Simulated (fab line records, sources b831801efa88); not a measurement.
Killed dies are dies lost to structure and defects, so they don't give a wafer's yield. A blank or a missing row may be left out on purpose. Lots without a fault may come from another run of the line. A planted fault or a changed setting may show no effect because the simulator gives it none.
A struck lot beside a sound one | flow sfq_line | 14 steps out of a route of 325
Sound: wafers L114.1, L114.2, L114.3. Struck: wafers L126.1, L126.6. (L126.4 of the same lot was not struck and is left out.) The cause comes at the end.
At each step with rows: each side's tool, then ch and its chambers, then its first start. Under that, the readings that differ: sound wafers | struck wafers | difference of the means | sigmas: that difference in standard deviations of wafers without a fault.
alike: readings whose means differ by less than 2 such deviations, and words and numbers that are the same on both sides. not compared: withheld readings, readings that some wafer has no value for, bounds like >300 that may hide the same value, and numbers for which the record gives no deviation and whose values overlap.
The two part at a step that has a row with sigmas, a row that says differs or no value, or rows on one side only. Numbers that don't overlap but have no deviation are shown without sigmas and don't part them. A reading that every wafer of one side lacks parts them only if that side has two wafers or more.

first, 2 steps without rows for these wafers: SFQ_TRILAYER_I0_VIA_STRIP_SOLV_CLEAN_036 (cleans in NMP, time 600 s); SFQ_TRILAYER_M1_DEP_PRE_CLEAN_038 (time 22.5 s).
SFQ_TRILAYER_M1_DEP_SPUTTER_037: material Nb, target thk 200 nm, time 133.3 s.
  sound on pvd_sputter-03, day 17 05:07; struck on pvd_sputter-05, day 23 09:40
  alike: throttle_valve_pct
SFQ_M1_RS_MEAS_909: measures by four-point-probe.
  sound on film_metro-03, day 17 05:12; struck on film_metro-03, day 23 09:46
  alike: M1_NB_RS
then, 6 steps without rows for these wafers: SFQ_TRILAYER_M1_LITHO_COAT_044 (resist thk 62 nm); SFQ_TRILAYER_M1_LITHO_COAT_039 (resist thk 600 nm); SFQ_TRILAYER_M1_LITHO_SOFTBAKE_043; SFQ_TRILAYER_M1_LITHO_EXPOSE_040 (exposes mask M1, target cd 500 nm); SFQ_TRILAYER_M1_LITHO_PEB_042 (peb time 60 s); SFQ_TRILAYER_M1_LITHO_DEVELOP_041 (time 60 s).
-- the record jumps here: 6 days lie between the struck wafers' starts before and after --
SFQ_M1_OVL_MEAS_911:
  sound on overlay-01, day 17 08:05; struck on overlay-02, day 29 02:49
  reading     | sound      | struck | difference | sigmas
  M1_OVL (nm) | -10 -8 -11 | 0 7    | +13        | +2
SFQ_TRILAYER_M1_BARC_OPEN_METAL_ETCH_054: etches BARC in O2, target depth 125 nm, time 41.7 s.
  sound on rie_metal-03 ch 0,1, day 17 08:07; struck on rie_metal-03 ch 1, day 29 02:52
  reading                                             | sound             | struck      | difference | sigmas
  model.KrF_of_TRILAYER_M1_LITHO_COAT_039.thk_nm (nm) | 526.5 525.2 525.7 | 529.9 529.8 | +4.0       |
  alike: chamber_pressure_mTorr, drypump_motor_current_A, oes_product_au
  not compared: rf_hours_counter_h
SFQ_TRILAYER_M1_ETCH_METAL_ETCH_042: etches Nb in Cl2/Ar, stops on SiO2, target depth 240 nm, time 120 s.
  sound on rie_metal-03 ch 0,1, day 17 08:11; struck on rie_metal-03 ch 1, day 29 02:55
  reading                                             | sound           | struck      | difference | sigmas
  model.KrF_of_TRILAYER_M1_LITHO_COAT_039.thk_nm (nm) | 382 382.9 384.3 | 388.8 387.2 | +4.9       |
  alike: chamber_pressure_mTorr, drypump_motor_current_A, oes_product_au
  not compared: rf_hours_counter_h
SFQ_TRILAYER_M1_STRIP_STRIP_043: strips in O2.
  sound on rie_metal-03 ch 0,1, day 17 08:19; struck on rie_metal-03 ch 1, day 29 03:02
  alike: chamber_pressure_mTorr, drypump_motor_current_A, oes_product_au
  not compared: rf_hours_counter_h

WHERE THEY PART
Only at SFQ_M1_OVL_MEAS_911, within this record. Later steps at which nothing parts them and some readings are alike: SFQ_TRILAYER_M1_BARC_OPEN_METAL_ETCH_054, SFQ_TRILAYER_M1_ETCH_METAL_ETCH_042, SFQ_TRILAYER_M1_STRIP_STRIP_043.

WHY: what the simulator had put in
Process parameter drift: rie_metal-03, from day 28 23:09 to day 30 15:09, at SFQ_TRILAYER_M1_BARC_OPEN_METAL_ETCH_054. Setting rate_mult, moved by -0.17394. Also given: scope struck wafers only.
